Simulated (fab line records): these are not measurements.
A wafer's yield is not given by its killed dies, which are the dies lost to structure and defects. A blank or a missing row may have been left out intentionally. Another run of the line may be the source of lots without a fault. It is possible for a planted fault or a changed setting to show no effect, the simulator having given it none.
Chamber matching / flow sky130 / 4 sister chambers for SKY_CONTACT_ETCH_16 on rie-diel-04
The step etches BARC in N2/H2, stops on SiO2, time 45.9 s, target depth 60 nm. 20 wafers are shown with their chamber, then 10 later ones without.

WAFERS, EACH WITH ITS CHAMBER
wafer=L074.1; chamber=0; drypump-motor-current-A (A)=5.6; throttle-valve-pct (%)=13.223; oes-product-au (a.u.)=0.855
wafer=L074.4; chamber=3; drypump-motor-current-A (A)=5.2; throttle-valve-pct (%)=13.225; oes-product-au (a.u.)=0.861
wafer=L074.6; chamber=1; drypump-motor-current-A (A)=5.2; throttle-valve-pct (%)=13.223; oes-product-au (a.u.)=0.846
wafer=L076.2; chamber=3; drypump-motor-current-A (A)=5.2; throttle-valve-pct (%)=13.211; oes-product-au (a.u.)=0.862
wafer=L076.4; chamber=1; drypump-motor-current-A (A)=5.2; throttle-valve-pct (%)=13.230; oes-product-au (a.u.)=0.859
wafer=L076.5; chamber=0; drypump-motor-current-A (A)=5.6; throttle-valve-pct (%)=13.233; oes-product-au (a.u.)=0.858
wafer=L079.3; chamber=2; drypump-motor-current-A (A)=6.1; throttle-valve-pct (%)=13.218; oes-product-au (a.u.)=0.864
wafer=L079.4; chamber=1; drypump-motor-current-A (A)=5.2; throttle-valve-pct (%)=13.232; oes-product-au (a.u.)=0.860
wafer=L079.5; chamber=1; drypump-motor-current-A (A)=5.2; throttle-valve-pct (%)=13.229; oes-product-au (a.u.)=0.855
wafer=L078.1; chamber=3; drypump-motor-current-A (A)=5.2; throttle-valve-pct (%)=13.222; oes-product-au (a.u.)=0.857
wafer=L078.5; chamber=3; drypump-motor-current-A (A)=5.2; throttle-valve-pct (%)=13.219; oes-product-au (a.u.)=0.852
wafer=L078.6; chamber=2; drypump-motor-current-A (A)=6.1; throttle-valve-pct (%)=13.227; oes-product-au (a.u.)=0.865
wafer=L082.1; chamber=0; drypump-motor-current-A (A)=5.6; throttle-valve-pct (%)=13.215; oes-product-au (a.u.)=0.852
wafer=L082.2; chamber=2; drypump-motor-current-A (A)=6.1; throttle-valve-pct (%)=13.239; oes-product-au (a.u.)=0.851
wafer=L082.5; chamber=1; drypump-motor-current-A (A)=5.1; throttle-valve-pct (%)=13.219; oes-product-au (a.u.)=0.860
wafer=L085.1; chamber=0; drypump-motor-current-A (A)=5.6; throttle-valve-pct (%)=13.237; oes-product-au (a.u.)=0.861
wafer=L085.3; chamber=2; drypump-motor-current-A (A)=6.0; throttle-valve-pct (%)=13.248; oes-product-au (a.u.)=0.853
wafer=L085.5; chamber=0; drypump-motor-current-A (A)=5.6; throttle-valve-pct (%)=13.208; oes-product-au (a.u.)=0.863
wafer=L089.2; chamber=1; drypump-motor-current-A (A)=5.1; throttle-valve-pct (%)=13.216; oes-product-au (a.u.)=0.845
wafer=L089.5; chamber=2; drypump-motor-current-A (A)=6.1; throttle-valve-pct (%)=13.239; oes-product-au (a.u.)=0.854

SIGNATURES (means of the wafers above)
reading=drypump-motor-current-A; chamber 0=5.600; chamber 1=5.167; chamber 2=6.080; chamber 3=5.200; scatter within a chamber=0.0365
reading=throttle-valve-pct; chamber 0=13.22320; chamber 1=13.22483; chamber 2=13.23420; chamber 3=13.21925; scatter within a chamber=0.00954
reading=oes-product-au; chamber 0=0.85780; chamber 1=0.85417; chamber 2=0.85740; chamber 3=0.85800; scatter within a chamber=0.0059
Rule: for a wafer and a chamber, the distance is found by dividing, reading by reading, the gap between the wafer's reading and the chamber's mean by the reading's scatter, squaring, summing and taking the root. The wafer belongs to the nearest chamber; if the next one is less than 2 further off, it can't be placed. The scatter is the square root of a quotient: the sum, over the shown wafers, of each reading's squared deviation from its chamber's mean, divided by wafers minus chambers.

WAFERS MISSING THEIR CHAMBER
wafer=L089.6; drypump-motor-current-A (A)=5.2; throttle-valve-pct (%)=13.225; oes-product-au (a.u.)=0.853
wafer=L091.1; drypump-motor-current-A (A)=5.2; throttle-valve-pct (%)=13.236; oes-product-au (a.u.)=0.854
wafer=L091.3; drypump-motor-current-A (A)=5.5; throttle-valve-pct (%)=13.210; oes-product-au (a.u.)=0.853
wafer=L091.5; drypump-motor-current-A (A)=5.2; throttle-valve-pct (%)=13.224; oes-product-au (a.u.)=0.851
wafer=L092.4; drypump-motor-current-A (A)=5.5; throttle-valve-pct (%)=13.219; oes-product-au (a.u.)=0.860
wafer=L092.5; drypump-motor-current-A (A)=5.2; throttle-valve-pct (%)=13.227; oes-product-au (a.u.)=0.854
wafer=L092.6; drypump-motor-current-A (A)=5.2; throttle-valve-pct (%)=13.212; oes-product-au (a.u.)=0.847
wafer=L096.1; drypump-motor-current-A (A)=5.6; throttle-valve-pct (%)=13.237; oes-product-au (a.u.)=0.864
wafer=L096.2; drypump-motor-current-A (A)=5.1; throttle-valve-pct (%)=13.215; oes-product-au (a.u.)=0.862
wafer=L096.5; drypump-motor-current-A (A)=5.6; throttle-valve-pct (%)=13.225; oes-product-au (a.u.)=0.863

THE CHAMBER EACH PASSED THROUGH
wafer=L089.6; from the rows above=can't be placed: 1 or 3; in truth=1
wafer=L091.1; from the rows above=can't be placed: 1 or 3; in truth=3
wafer=L091.3; from the rows above=0; in truth=0
wafer=L091.5; from the rows above=can't be placed: 1 or 3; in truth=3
wafer=L092.4; from the rows above=0; in truth=0
wafer=L092.5; from the rows above=can't be placed: 1 or 3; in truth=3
wafer=L092.6; from the rows above=can't be placed: 3 or 1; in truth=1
wafer=L096.1; from the rows above=0; in truth=0
wafer=L096.2; from the rows above=can't be placed: 1 or 3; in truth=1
wafer=L096.5; from the rows above=0; in truth=0
Correct placement for 4 of the 10. Not placeable from these rows: 6 (in 6, the candidates include the true chamber). Number placed wrongly: 0.
